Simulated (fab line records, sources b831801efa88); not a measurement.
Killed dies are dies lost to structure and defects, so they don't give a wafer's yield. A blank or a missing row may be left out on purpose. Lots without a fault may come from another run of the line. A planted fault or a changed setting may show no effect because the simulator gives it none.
fab line records | flow gf180mcu
record lots=24 wafers=72 last_day=34
route steps=602 shown HV_LDD@213 PSD@259 SAB@265 CONTACT@311 V4@493 MIM@505
lots that met no fault: from a run of the same line without faults
start_h: hours from the record's first day to the start of the lot's first wafer shown | wait_h: hours since the lot's step before | " the same as in the row above | L1.1+2: a row that stands for several wafers | - no value, or no start given | * or withheld: withheld | < > ~ a bound
route shown NAME@n: a module of which the file shows steps, and the number in the route of the first | usual: mean/standard deviation of fault-free wafers | same: alike in all rows | chamber/n: place in a boat | sites: the reading at each site | _std_site: their standard deviation | _edge_site: outer sites' mean less inner sites' | radius_mm: how far each site lies from the wafer's centre | mask NAME#n: copy n | behind: the tool/chamber that last shaped the wafer | hold: why the lot was held/for how many hours/how that ended | device: the transistor (n, p or np) that didn't switch | end of line: the same wafers' tests at the end of the route | a step without rows: its recipe alone | killed: dies lost to structure and defects at the first sort, not the wafer's yield | map: a wafer's dies, x killed, . not, _ none there
set.NAME: the setting as run; set.NAME@STEP: as run at that earlier step | model.NAME: the simulator's own value behind a step, which no gauge read
steps of the route over a sample of lots; a table a step, a row a wafer
services: from which hour (start_h, from the record's first day; less than 0 if before it) a tool's chamber was out of use, for how many hours, and why
## steps
# step GF_HV_LDD_STRIP_37
# recipe chemistry=O2/N2 power_w=1400 pressure_mtorr=1500 platen_temp_c=250 o2_flow_sccm=3000 n2_flow_sccm=300 overash_fraction=0.5
# usual drypump_motor_current_A=5.6/0.42 heater_power_w=329/19 oes_product_au=0.716/0.0043 strip_time_to_endpoint_s=12.63/0.038
# columns lot.wafer tool chamber start_h wait_h drypump_motor_current_A heater_power_w oes_product_au rf_hours_counter_h strip_time_to_endpoint_s
L074.2 plasma_asher-04 0 253.84 0.1 6.0 334 0.714 60 12.66
L074.5 " 0 " " 5.9 345 0.711 - 12.63
L074.6 " 1 " " 5.2 325 0.717 - 12.62
L075.2 plasma_asher-03 0 258.89 0.1 4.9 307 0.719 62 12.59
L075.3 " 1 " " 6.0 325 0.712 - 12.60
L075.4 " 0 " " 4.9 310 0.708 - 12.61
L076.1 plasma_asher-03 1 263.59 0.1 5.9 328 0.719 63 12.60
L076.2 " 0 " " 5.0 310 0.712 63 12.59
L076.4 " 1 " " 5.9 334 0.719 - 12.57
L077.1 plasma_asher-03 1 276.79 0.1 6.0 320 0.711 64 12.73
L077.4 " 1 " " 6.0 319 0.717 - 12.68
L077.5 " 1 " " 6.0 329 0.706 - 12.75
L078.2 plasma_asher-01 0 285.64 0.1 5.8 303 0.717 17 12.59
L078.5 " 1 " " 5.9 376 0.714 - 12.66
L078.6 " 0 " " 5.8 303 0.710 - 12.62
L079.4 plasma_asher-04 0 298.13 0.1 6.0 339 0.716 - 12.57
L079.5 " 1 " " 5.2 328 0.721 - 12.62
L079.6 " 0 " " 6.0 336 0.718 - 12.62
L080.2 plasma_asher-04 1 302.09 0.1 5.2 318 0.714 65 12.54
L080.3 " 1 " " 5.2 333 0.715 - 12.57
L080.4 " 0 " " 6.0 342 0.716 - 12.57
L081.1 plasma_asher-03 1 305.34 0.1 6.0 319 0.715 67 12.62
L081.4 " 0 " " 5.0 318 0.723 - 12.58
L081.6 " 0 " " 5.0 323 0.724 - 12.60
L082.1 plasma_asher-04 0 316.54 0.1 6.0 329 0.721 66 12.58
L082.2 " 1 " " 5.2 329 0.714 66 12.62
L082.6 " 0 " " 6.0 341 0.719 - 12.62
L083.3 plasma_asher-01 0 325.33 0.1 5.8 311 0.716 - 12.65
L083.5 " 1 " " 5.9 370 0.715 - 12.60
L083.6 " 0 " " 5.8 306 0.714 - 12.63
L084.2 plasma_asher-04 0 332.54 0.1 5.9 335 0.718 68 12.63
L084.3 " 0 " " 5.9 335 0.719 - 12.63
L084.4 " 1 " " 5.2 326 0.720 - 12.63
L085.3 plasma_asher-03 1 339.03 0.1 6.0 322 0.727 - 12.65
L085.4 " 0 " " 4.9 325 0.710 - 12.68
L085.6 " 0 " " 4.9 319 0.720 - 12.64
L086.4 plasma_asher-03 0 347.19 0.1 5.0 315 0.722 - 12.58
L086.5 " 1 " " 6.0 324 0.717 - 12.64
L086.6 " 0 " " 4.9 317 0.712 - 12.60
L087.1 plasma_asher-01 0 356.99 0.1 5.8 310 0.719 25 12.62
L087.5 " 1 " " 5.9 377 0.720 - 12.63
L087.6 " 0 " " 5.8 302 0.706 - 12.66
L088.3 plasma_asher-03 1 362.13 0.1 6.0 319 0.713 - 12.66
L088.4 " 0 " " 4.9 318 0.712 - 12.62
L088.5 " 1 " " 6.0 331 0.715 - 12.64
L089.1 plasma_asher-01 1 374.79 0.1 5.9 355 0.717 26 12.64
L089.4 " 0 " " 5.8 304 0.718 - 12.63
L089.5 " 0 " " 5.8 309 0.718 - 12.63
L090.2 plasma_asher-04 1 379.34 0.1 5.2 327 0.714 72 12.66
L090.3 " 0 " " 5.9 330 0.722 - 12.65
L090.5 " 0 " " 5.9 337 0.720 - 12.62
L091.2 plasma_asher-03 0 384.74 0.1 5.0 326 0.715 75 12.69
L091.4 " 1 " " 6.0 330 0.723 - 12.64
L091.6 " 0 " " 5.0 316 0.706 - 12.68
L092.1 plasma_asher-03 0 392.59 0.1 5.0 313 0.716 76 12.63
L092.5 " 0 " " 4.9 326 0.716 - 12.65
L092.6 " 1 " " 6.0 326 0.716 - 12.63
L093.4 plasma_asher-04 0 401.07 0.1 6.0 342 0.709 - 12.64
L093.5 " 1 " " 5.2 330 0.719 - 12.62
L093.6 " 0 " " 6.0 342 0.716 - 12.63
L094.3 plasma_asher-01 1 407.07 0.1 5.9 372 0.714 - 12.66
L094.4 " 0 " " 5.8 301 0.707 - 12.67
L094.6 " 1 " " 5.9 372 0.715 - 12.68
L095.2 plasma_asher-04 1 417.39 0.1 5.2 334 0.713 76 12.63
L095.3 " 0 " " 6.0 337 0.712 - 12.61
L095.6 " 0 " " 6.0 326 0.705 - 12.65
L096.1 plasma_asher-04 0 423.89 0.1 6.0 337 0.718 77 12.69
L096.2 " 1 " " 5.2 326 0.712 77 12.65
L096.3 " 1 " " 5.2 327 0.717 - 12.68
L097.4 plasma_asher-01 1 433.77 0.1 5.9 364 0.715 - 12.67
L097.5 " 0 " " 5.8 307 0.712 - 12.66
L097.6 " 1 " " 5.9 363 0.716 - 12.67
# step GF_PSD_TW_MEAS_11
# usual PSD_TW=3165/26
# columns lot.wafer tool chamber start_h wait_h PSD_TW
L074.2 film_metro-01 - 316.50 0.1 3173
L074.5 " - " " 3160
L074.6 " - " " 3167
L075.2 film_metro-01 - 323.25 0.1 3152
L075.3 " - " " 3143
L075.4 " - " " 3160
L076.1 film_metro-03 - 327.79 0.1 3156
L076.2 " - " " 3142
L076.4 " - " " 3158
L077.1 film_metro-03 - 343.69 0.1 3170
L077.4 " - " " 3141
L077.5 " - " " 3163
L078.2 film_metro-03 - 352.08 0.1 3145
L078.5 " - " " 3155
L078.6 " - " " 3144
L079.4 film_metro-03 - 365.50 0.1 3158
L079.5 " - " " 3159
L079.6 " - " " 3155
L080.2 film_metro-03 - 368.60 0.1 3151
L080.3 " - " " 3155
L080.4 " - " " 3136
L081.1 film_metro-02 - 374.14 0.1 3188
L081.4 " - " " 3193
L081.6 " - " " 3213
L082.1 film_metro-02 - 387.02 0.1 3186
L082.2 " - " " 3187
L082.6 " - " " 3197
L083.3 film_metro-01 - 399.46 0.1 3137
L083.5 " - " " 3154
L083.6 " - " " 3151
L084.2 film_metro-01 - 403.25 0.1 3158
L084.3 " - " " 3159
L084.4 " - " " 3141
L085.3 film_metro-03 - 407.76 0.1 3122
L085.4 " - " " 3120
L085.6 " - " " 3135
L086.4 film_metro-02 - 419.31 0.1 3177
L086.5 " - " " 3201
L086.6 " - " " 3184
L087.1 film_metro-03 - 429.17 0.1 3149
L087.5 " - " " 3154
L087.6 " - " " 3144
L088.3 film_metro-03 - 434.81 0.1 3126
L088.4 " - " " 3118
L088.5 " - " " 3126
L089.1 film_metro-02 - 449.39 0.1 3197
L089.4 " - " " 3221
L089.5 " - " " 3188
L090.2 film_metro-03 - 454.30 0.1 3110
L090.3 " - " " 3114
L090.5 " - " " 3119
L091.2 film_metro-01 - 460.68 0.1 3173
L091.4 " - " " 3183
L091.6 " - " " 3163
L092.1 film_metro-01 - 468.22 0.1 3183
L092.5 " - " " 3153
L092.6 " - " " 3172
L093.4 film_metro-01 - 477.75 0.1 3142
L093.5 " - " " 3144
L093.6 " - " " 3154
L094.3 film_metro-02 - 481.61 0.1 3194
L094.4 " - " " 3195
L094.6 " - " " 3192
L095.2 film_metro-02 - 494.30 0.1 3201
L095.3 " - " " 3179
L095.6 " - " " 3184
L096.1 film_metro-02 - 500.59 0.1 3188
L096.2 " - " " 3195
L096.3 " - " " 3196
L097.4 film_metro-02 - 510.77 0.1 3199
L097.5 " - " " 3200
L097.6 " - " " 3207
# step GF_SAB_THK_MEAS_01
# recipe reads=SiO2_of_SAB_CVD_00
# usual SAB_CVD_00_THK=50.1/0.58
# columns lot.wafer tool chamber start_h wait_h SAB_CVD_00_THK[nm]
L074.2 film_metro-04 - 316.96 0.0 50.1
L074.5 " - " " 49.8
L074.6 " - " " 50.1
L075.2 film_metro-04 - 323.71 0.0 49.8
L075.3 " - " " 50.4
L075.4 " - " " 51.2
L076.1 film_metro-01 - 328.25 0.0 49.6
L076.2 " - " " 49.5
L076.4 " - " " 50.3
L077.1 film_metro-01 - 344.15 0.0 49.7
L077.4 " - " " 50.3
L077.5 " - " " 50.5
L078.2 film_metro-01 - 352.53 0.0 49.8
L078.5 " - " " 51.0
L078.6 " - " " 50.7
L079.4 film_metro-04 - 366.21 0.0 50.6
L079.5 " - " " 50.7
L079.6 " - " " 50.3
L080.2 film_metro-01 - 369.31 0.0 49.3
L080.3 " - " " 49.1
L080.4 " - " " 50.4
L081.1 film_metro-01 - 374.68 0.0 49.7
L081.4 " - " " 49.8
L081.6 " - " " 50.6
L082.1 film_metro-04 - 387.47 0.0 49.4
L082.2 " - " " 49.1
L082.6 " - " " 50.2
L083.3 film_metro-02 - 399.92 0.0 50.6
L083.5 " - " " 50.6
L083.6 " - " " 50.2
L084.2 film_metro-04 - 403.71 0.0 50.3
L084.3 " - " " 49.2
L084.4 " - " " 50.7
L085.3 film_metro-01 - 408.21 0.0 50.2
L085.4 " - " " 51.4
L085.6 " - " " 50.7
L086.4 film_metro-02 - 419.78 0.0 49.8
L086.5 " - " " 49.1
L086.6 " - " " 50.8
L087.1 film_metro-02 - 429.63 0.0 49.6
L087.5 " - " " 50.3
L087.6 " - " " 50.1
L088.3 film_metro-01 - 435.27 0.0 50.3
L088.4 " - " " 50.7
L088.5 " - " " 50.8
L089.1 film_metro-02 - 449.85 0.0 50.3
L089.4 " - " " 50.3
L089.5 " - " " 50.3
L090.2 film_metro-02 - 454.76 0.0 49.7
L090.3 " - " " 50.4
L090.5 " - " " 50.3
L091.2 film_metro-04 - 461.13 0.0 50.5
L091.4 " - " " 51.1
L091.6 " - " " 51.9
L092.1 film_metro-04 - 468.68 0.0 50.2
L092.5 " - " " 50.7
L092.6 " - " " 50.6
L093.4 film_metro-01 - 478.21 0.0 50.4
L093.5 " - " " 50.7
L093.6 " - " " 49.5
L094.3 film_metro-02 - 482.06 0.0 49.2
L094.4 " - " " 49.3
L094.6 " - " " 50.1
L095.2 film_metro-01 - 494.77 0.0 50.1
L095.3 " - " " 50.2
L095.6 " - " " 50.7
L096.1 film_metro-04 - 501.04 0.0 50.3
L096.2 " - " " 50.2
L096.3 " - " " 50.1
L097.4 film_metro-04 - 511.22 0.0 50.5
L097.5 " - " " 50.4
L097.6 " - " " 50.7
# step GF_CONTACT_CVD_24
# recipe material=W target_thk_nm=300 time_s=90.339 temp_c=400 pressure_torr=40
# usual heater_power_w=847/34 susceptor_temp_C=399.97/0.24
# columns lot.wafer tool chamber start_h wait_h heater_power_w since_wet_clean_h susceptor_temp_C
L074.2 cvd_w-01 0 360.40 0.0 836 456 399.92
L074.5 " 1 " " 836 - 400.46
L074.6 " 0 " " 852 - 399.63
L075.2 cvd_w-01 0 369.25 0.0 853 465 399.69
L075.3 " 0 " " 857 - 399.58
L075.4 " 1 " " 843 - 400.00
L076.1 cvd_w-02 1 372.59 0.0 811 983 400.27
L076.2 " 0 " " 937 983 399.95
L076.4 " 0 " " 941 - 399.92
L077.1 cvd_w-01 0 391.15 0.0 860 487 399.93
L077.4 " 1 " " 870 - 399.99
L077.5 " 1 " " 853 - 399.92
L078.2 cvd_w-01 0 400.31 0.0 853 496 400.28
L078.5 " 0 " " 839 - 400.55
L078.6 " 1 " " 834 - 400.11
L079.4 cvd_w-02 1 414.24 0.1 801 - 399.95
L079.5 " 1 " " 792 - 399.60
L079.6 " 0 " " 898 - 399.52
L080.2 cvd_w-02 0 417.05 0.0 865 13 399.95
L080.3 " 0 " " 890 - 399.90
L080.4 " 1 " " 814 - 399.97
L081.1 cvd_w-02 1 423.55 0.0 790 20 399.96
L081.4 " 1 " " 805 - 399.45
L081.6 " 0 " " 878 - 400.35
L082.1 cvd_w-02 0 438.15 0.0 893 34 400.01
L082.2 " 1 " " 800 34 399.68
L082.6 " 0 " " 872 - 399.81
L083.3 cvd_w-01 0 450.29 0.1 859 - 400.47
L083.5 " 0 " " 845 - 400.19
L083.6 " 1 " " 843 - 400.14
L084.2 cvd_w-01 0 453.72 0.0 805 550 399.94
L084.3 " 0 " " 849 - 399.96
L084.4 " 1 " " 867 - 400.00
L085.3 cvd_w-02 1 457.83 0.1 811 - 400.06
L085.4 " 0 " " 894 - 399.70
L085.6 " 0 " " 908 - 399.87
L086.4 cvd_w-02 1 470.33 0.1 806 - 400.04
L086.5 " 0 " " 894 - 399.58
L086.6 " 1 " " 821 - 400.07
L087.1 cvd_w-02 0 480.21 0.0 869 76 400.18
L087.5 " 1 " " 794 - 399.84
L087.6 " 0 " " 915 - 399.98
L088.3 cvd_w-01 0 485.93 0.1 871 - 399.82
L088.4 " 1 " " 860 - 400.17
L088.5 " 1 " " 841 - 399.88
L089.1 cvd_w-01 1 500.01 0.0 822 596 400.08
L089.4 " 0 " " 845 - 400.25
L089.5 " 0 " " 852 - 399.98
L090.2 cvd_w-02 0 505.10 0.0 887 101 399.98
L090.3 " 1 " " 815 - 400.04
L090.5 " 1 " " 794 - 399.90
L091.2 cvd_w-01 0 511.40 0.0 838 607 399.93
L091.4 " 0 " " 856 - 399.78
L091.6 " 0 " " 845 - 400.10
L092.1 cvd_w-02 1 518.05 0.0 811 114 399.65
L092.5 " 0 " " 882 - 399.90
L092.6 " 1 " " 805 - 399.92
L093.4 cvd_w-01 1 527.20 0.1 848 - 400.19
L093.5 " 0 " " 840 - 399.98
L093.6 " 1 " " 848 - 399.73
L094.3 cvd_w-01 1 532.33 0.1 855 - 399.70
L094.4 " 0 " " 860 - 399.98
L094.6 " 1 " " 842 - 400.00
L095.2 cvd_w-01 0 543.81 0.0 840 640 399.17
L095.3 " 1 " " 873 - 399.78
L095.6 " 1 " " 827 - 400.07
L096.1 cvd_w-01 0 549.56 0.0 847 646 399.91
L096.2 " 1 " " 848 646 399.88
L096.3 " 0 " " 853 - 399.98
L097.4 cvd_w-02 1 559.14 0.1 806 - 400.02
L097.5 " 1 " " 790 - 400.24
L097.6 " 0 " " 883 - 399.86
# step GF_V4_ETCH_17
# recipe chemistry=C4F8/O2/Ar mask_material=KrF target=SiO2 stop_on=TiN source_w=1500 bias_w=1200 pressure_mtorr=40 c4f8_flow_sccm=withheld O2_flow_sccm=6 Ar_flow_sccm=300 time_s=withheld target_depth_a=6300
# usual oes_product_au=0.855/0.0039
# columns lot.wafer tool chamber start_h wait_h oes_product_au
L074.2 rie_diel-02 3 - - 0.858
L074.5 " 1 " " 0.845
L074.6 " 0 " " 0.849
L075.2 rie_diel-03 0 - - 0.854
L075.3 " 3 " " 0.862
L075.4 " 2 " " 0.858
L076.1 rie_diel-01 0 - - 0.850
L076.2 " 2 " " 0.862
L076.4 " 2 " " 0.861
L077.1 rie_diel-03 2 - - 0.855
L077.4 " 1 " " 0.856
L077.5 " 2 " " 0.855
L078.2 rie_diel-03 1 - - 0.856
L078.5 " 2 " " 0.854
L078.6 " 1 " " 0.859
L079.4 rie_diel-03 2 - - 0.857
L079.5 " 0 " " 0.854
L079.6 " 1 " " 0.861
L080.2 rie_diel-01 1 - - 0.857
L080.3 " 0 " " 0.852
L080.4 " 3 " " 0.853
L081.1 rie_diel-03 3 - - 0.863
L081.4 " 2 " " 0.850
L081.6 " 2 " " 0.852
L082.1 rie_diel-01 2 - - 0.858
L082.2 " 3 " " 0.856
L082.6 " 2 " " 0.852
L083.3 rie_diel-01 1 - - 0.853
L083.5 " 3 " " 0.856
L083.6 " 2 " " 0.855
L084.2 rie_diel-02 0 - - 0.854
L084.3 " 2 " " 0.854
L084.4 " 3 " " 0.852
L085.3 rie_diel-03 3 - - 0.858
L085.4 " 1 " " 0.855
L085.6 " 1 " " 0.857
L086.4 rie_diel-03 1 - - 0.854
L086.5 " 2 " " 0.855
L086.6 " 3 " " 0.856
L087.1 rie_diel-03 1 - - 0.852
L087.5 " 0 " " 0.849
L087.6 " 3 " " 0.868
L088.3 rie_diel-01 3 - - 0.851
L088.4 " 1 " " 0.853
L088.5 " 0 " " 0.852
L089.1 rie_diel-03 0 - - 0.855
L089.4 " 3 " " 0.853
L089.5 " 1 " " 0.851
L090.2 rie_diel-02 0 - - 0.859
L090.3 " 2 " " 0.852
L090.5 " 2 " " 0.850
L091.2 rie_diel-03 1 - - 0.860
L091.4 " 2 " " 0.852
L091.6 " 0 " " 0.859
L092.1 rie_diel-03 3 - - 0.852
L092.5 " 1 " " 0.858
L092.6 " 0 " " 0.852
L093.4 rie_diel-01 1 - - 0.856
L093.5 " 1 " " 0.854
L093.6 " 0 " " 0.854
L094.3 rie_diel-02 2 - - 0.855
L094.4 " 3 " " 0.845
L094.6 " 2 " " 0.860
L095.2 rie_diel-02 3 - - 0.855
L095.3 " 0 " " 0.852
L095.6 " 2 " " 0.859
L096.1 rie_diel-01 3 - - 0.859
L096.2 " 1 " " 0.853
L096.3 " 0 " " 0.853
L097.4 rie_diel-01 3 - - 0.854
L097.5 " 0 " " 0.858
L097.6 " 1 " " 0.858
# step GF_MIM_SPUTTER_02
# recipe material=AlCu target_thk_nm=450 power_w=10600 time_s=23.9 chamber_pressure_pa=0.4
# usual throttle_valve_pct=29.4/0.97
# columns lot.wafer tool chamber start_h wait_h throttle_valve_pct
L074.2 pvd_sputter-04 - 560.47 0.0 29.8
L074.5 " - " " 29.0
L074.6 " - " " 29.3
L075.2 pvd_sputter-04 - 571.49 0.0 29.2
L075.3 " - " " 27.7
L075.4 " - " " 29.6
L076.1 pvd_sputter-02 - 572.56 0.0 29.2
L076.2 " - " " 27.4
L076.4 " - " " 30.1
L077.1 pvd_sputter-04 - 589.00 0.0 29.9
L077.4 " - " " 29.3
L077.5 " - " " 28.7
L078.2 pvd_sputter-04 - 599.22 0.0 29.8
L078.5 " - " " 29.6
L078.6 " - " " 28.7
L079.4 pvd_sputter-02 - 611.31 0.0 30.1
L079.5 " - " " 30.2
L079.6 " - " " 30.4
L080.2 pvd_sputter-04 - 614.72 0.0 28.0
L080.3 " - " " 29.8
L080.4 " - " " 29.3
L081.1 pvd_sputter-04 - 619.97 0.0 30.0
L081.4 " - " " 29.2
L081.6 " - " " 29.4
L082.1 pvd_sputter-04 - 630.52 0.0 27.9
L082.2 " - " " 28.8
L082.6 " - " " 30.0
L083.3 pvd_sputter-01 - 643.17 0.0 29.8
L083.5 " - " " 29.8
L083.6 " - " " 29.9
L084.2 pvd_sputter-04 - 645.15 0.0 29.1
L084.3 " - " " 27.9
L084.4 " - " " 29.0
L085.3 pvd_sputter-04 - 647.09 0.0 28.9
L085.4 " - " " 30.1
L085.6 " - " " 27.9
L086.4 pvd_sputter-02 - 659.11 0.0 30.3
L086.5 " - " " 26.9
L086.6 " - " " 29.4
L087.1 pvd_sputter-04 - 667.76 0.0 29.8
L087.5 " - " " 29.9
L087.6 " - " " 28.1
L088.3 pvd_sputter-01 - 671.60 0.0 30.1
L088.4 " - " " 30.0
L088.5 " - " " 29.7
L090.2 pvd_sputter-04 - 687.27 0.0 30.2
L090.3 " - " " 27.7
L090.5 " - " " 29.5
L091.2 pvd_sputter-01 - 692.92 0.0 29.8
L091.4 " - " " 30.3
L091.6 " - " " 30.3
L092.1 pvd_sputter-01 - 698.63 0.0 30.2
L092.5 " - " " 30.3
L092.6 " - " " 30.0
L089.1 pvd_sputter-04 - 704.18 0.0 30.0
L089.4 " - " " 28.7
L089.5 " - " " 29.3
L093.4 pvd_sputter-04 - 704.79 0.0 29.8
L093.5 " - " " 29.3
L093.6 " - " " 28.6
L094.3 pvd_sputter-01 - 709.34 0.0 29.9
L094.4 " - " " 30.3
L094.6 " - " " 29.8
L095.2 pvd_sputter-04 - 718.68 0.0 29.3
L095.3 " - " " 29.9
L095.6 " - " " 29.0
L096.1 pvd_sputter-01 - 723.71 0.0 29.8
L096.2 " - " " 30.2
L096.3 " - " " 31.5
L097.4 pvd_sputter-04 - 729.27 0.0 30.0
L097.5 " - " " 28.8
L097.6 " - " " 29.3
## services
# columns tool chamber start_h hours kind
plasma_asher-04 - 232.81 0.3 repair
rie_diel-03 - 249.10 2.8 pm
cvd_w-01 - 251.70 6.0 pm
rie_diel-03 0 252.22 4.6 repair
cvd_w-02 1 278.38 3.6 repair
rie_diel-03 0 279.46 6.5 repair
cvd_w-02 - 332.04 6.9 pm
pvd_sputter-04 - 355.04 30.5 repair
cvd_w-02 - 390.00 14.0 pm
rie_diel-03 0 397.85 4.0 repair
cvd_w-01 - 405.43 2.2 repair
cvd_w-01 0 421.76 7.9 repair
pvd_sputter-04 - 437.01 2.5 repair
rie_diel-03 0 439.25 8.7 repair
cvd_w-02 - 464.45 2.8 pm
cvd_w-01 - 472.55 12.0 repair
cvd_w-02 - 578.24 6.0 pm
cvd_w-01 0 608.23 1.6 repair
rie_diel-03 - 620.64 0.9 repair
cvd_w-02 - 636.48 0.7 repair
cvd_w-01 - 664.10 0.5 repair
rie_diel-03 - 685.67 0.2 repair
cvd_w-02 1 714.16 9.1 repair
rie_diel-03 - 716.76 14.6 pm
## key
fault none
